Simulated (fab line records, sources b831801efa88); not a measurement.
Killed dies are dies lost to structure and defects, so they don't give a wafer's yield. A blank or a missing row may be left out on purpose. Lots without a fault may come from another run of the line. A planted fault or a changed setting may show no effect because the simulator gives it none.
Which tool did it? | flow sky130 | 15 lots, 45 wafers sampled, at 1 step of a route of 708

WHAT THE GAUGES READ, wafer by wafer
The record holds no reading of a measuring or inspecting step that can be judged against a usual standard deviation.

WHICH TOOL RAN EACH LOT (tool, then ch and the chambers of the sampled wafers, then the start)
lot  | SKY_VIA3_PEB_10
L925 | litho_track-01 ch 0, day 39 16:00
L926 | litho_track-01 ch 0, day 40 07:00
L927 | litho_track-02 ch 0, day 41 01:00
L929 | litho_track-04, day 41 08:00
L930 | litho_track-01, day 41 11:00
L932 | litho_track-04, day 41 15:00
L937 | litho_track-02 ch 0, day 44 01:00
L938 | litho_track-02 ch 0, day 44 05:00
L941 | litho_track-04 ch 0, day 44 09:00
L940 | litho_track-04 ch 0, day 44 11:00
L943 | litho_track-01 ch 0, day 44 23:00
L944 | litho_track-04 ch 0, day 45 00:00
L946 | litho_track-01 ch 0, day 45 12:00
L945 | litho_track-04 ch 0, day 45 13:00
L947 | litho_track-02 ch 0, day 45 21:00
- SKY_VIA3_PEB_10

WHAT THE TOOLS THEMSELVES READ (means of the sampled wafers that have a number; where no wafer has one, the mark that the record gives instead)
SKY_VIA3_PEB_10. Usual: exhaust_pa 44.8 Pa, standard deviation 0.91.
lot  | tool           | exhaust_pa (Pa) | flag
L925 | litho_track-01 | 44.7            |
L926 | litho_track-01 | 44.8            |
L927 | litho_track-02 | 45.8            |
L929 | litho_track-04 | -               | OFF
L930 | litho_track-01 | -               | OFF
L932 | litho_track-04 | -               | OFF
L937 | litho_track-02 | 44.8            |
L938 | litho_track-02 | 44.7            |
L941 | litho_track-04 | 45.5            |
L940 | litho_track-04 | 45.7            |
L943 | litho_track-01 | 45.6            |
L944 | litho_track-04 | 44.1            |
L946 | litho_track-01 | 43.7            |
L945 | litho_track-04 | 44.2            |
L947 | litho_track-02 | 45.6            |

THE ANSWER, worked out from the rows above alone
Rule: a lot is off if the mean of its wafers that have a number lies more than 3 standard deviations from the usual mean. A lot without any number at a reading at which 4 lots or more have one is off too. The other lots that the step has rows for count as sound. The gauges are gone through in route order, then the tools' own readings, and for those a lot's mean is taken as printed above. The first step at which some lot is off is used, and at that step the reading that is off furthest; a lot without a number counts as furthest.
Off: L929, L930, L932, at SKY_VIA3_PEB_10 (exhaust_pa). Without a number there: L929, L930, L932.
A tool fits if, at that step or a process step before it, it ran every lot that is off, and no sound lot after the first of them. None of those tried fits.

WHAT THE SIMULATOR HAD PUT IN
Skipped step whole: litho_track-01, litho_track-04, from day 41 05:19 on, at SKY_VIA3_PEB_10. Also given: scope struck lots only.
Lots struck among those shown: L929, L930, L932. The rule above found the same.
